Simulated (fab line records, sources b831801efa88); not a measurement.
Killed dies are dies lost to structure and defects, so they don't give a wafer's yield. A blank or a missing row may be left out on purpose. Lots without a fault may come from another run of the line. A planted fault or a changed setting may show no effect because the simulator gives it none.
Chamber matching | flow sky130 | SKY_FIELD_ISO_ETCH_14 on rie_diel-04: 4 sister chambers
The step etches BARC in N2/H2, stops on SiO2, time 45.9 s, target depth 60 nm. 14 wafers are shown with their chamber, then 7 later ones without.

WAFERS WITH THEIR CHAMBER
wafer  | chamber | drypump_motor_current_A (A) | throttle_valve_pct (%) | oes_product_au (a.u.)
L076.1 | 1       | 5.4                         | 13.219                 | 0.858
L076.4 | 0       | 5.5                         | 13.240                 | 0.855
L076.5 | 1       | 5.4                         | 13.229                 | 0.854
L080.3 | 1       | 5.4                         | 13.238                 | 0.857
L080.5 | 1       | 5.4                         | 13.235                 | 0.848
L080.6 | 2       | 6.2                         | 13.237                 | 0.862
L081.4 | 3       | 6.0                         | 13.213                 | 0.857
L081.5 | 1       | 5.5                         | 13.247                 | 0.853
L081.6 | 0       | 5.5                         | 13.240                 | 0.851
L084.1 | 2       | 6.2                         | 13.232                 | 0.860
L084.2 | 3       | 6.0                         | 13.217                 | 0.850
L084.4 | 1       | 5.4                         | 13.219                 | 0.858
L089.1 | 2       | 6.2                         | 13.224                 | 0.860
L089.2 | 1       | 5.4                         | 13.233                 | 0.864

SIGNATURES (means of the wafers above)
reading                 | chamber 0 | chamber 1 | chamber 2 | chamber 3 | scatter within a chamber
drypump_motor_current_A | 5.500     | 5.414     | 6.200     | 6.000     | 0.0293
throttle_valve_pct      | 13.24000  | 13.23143  | 13.23100  | 13.21500  | 0.00842
oes_product_au          | 0.85300   | 0.85600   | 0.86067   | 0.85350   | 0.0043
Rule: a wafer's distance from a chamber is the root of the sum, over the readings, of the square of ((its reading less the chamber's mean) divided by the reading's scatter). The wafer belongs to the nearest chamber; if the next one is less than 2 further off, it can't be placed. The scatter: the root of (the sum of the squares of (reading less its chamber's mean) over the shown wafers, divided by (wafers less chambers)).

WAFERS WITHOUT THEIR CHAMBER
wafer  | drypump_motor_current_A (A) | throttle_valve_pct (%) | oes_product_au (a.u.)
L089.3 | 5.5                         | 13.223                 | 0.859
L095.4 | 6.0                         | 13.219                 | 0.855
L095.5 | 5.5                         | 13.231                 | 0.859
L095.6 | 5.4                         | 13.237                 | 0.860
L097.2 | 5.4                         | 13.240                 | 0.850
L097.3 | 5.5                         | 13.222                 | 0.858
L097.6 | 5.4                         | 13.228                 | 0.855

WHICH CHAMBER EACH WENT THROUGH
wafer  | from the rows above     | in truth
L089.3 | can't be placed: 0 or 1 | 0
L095.4 | 3                       | 3
L095.5 | can't be placed: 0 or 1 | 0
L095.6 | 1                       | 1
L097.2 | can't be placed: 1 or 0 | 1
L097.3 | can't be placed: 0 or 1 | 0
L097.6 | 1                       | 1
Placed correctly: 3 of 7. Can't be placed from these rows: 4 (the true chamber is among the candidates in 4). Placed wrongly: 0.
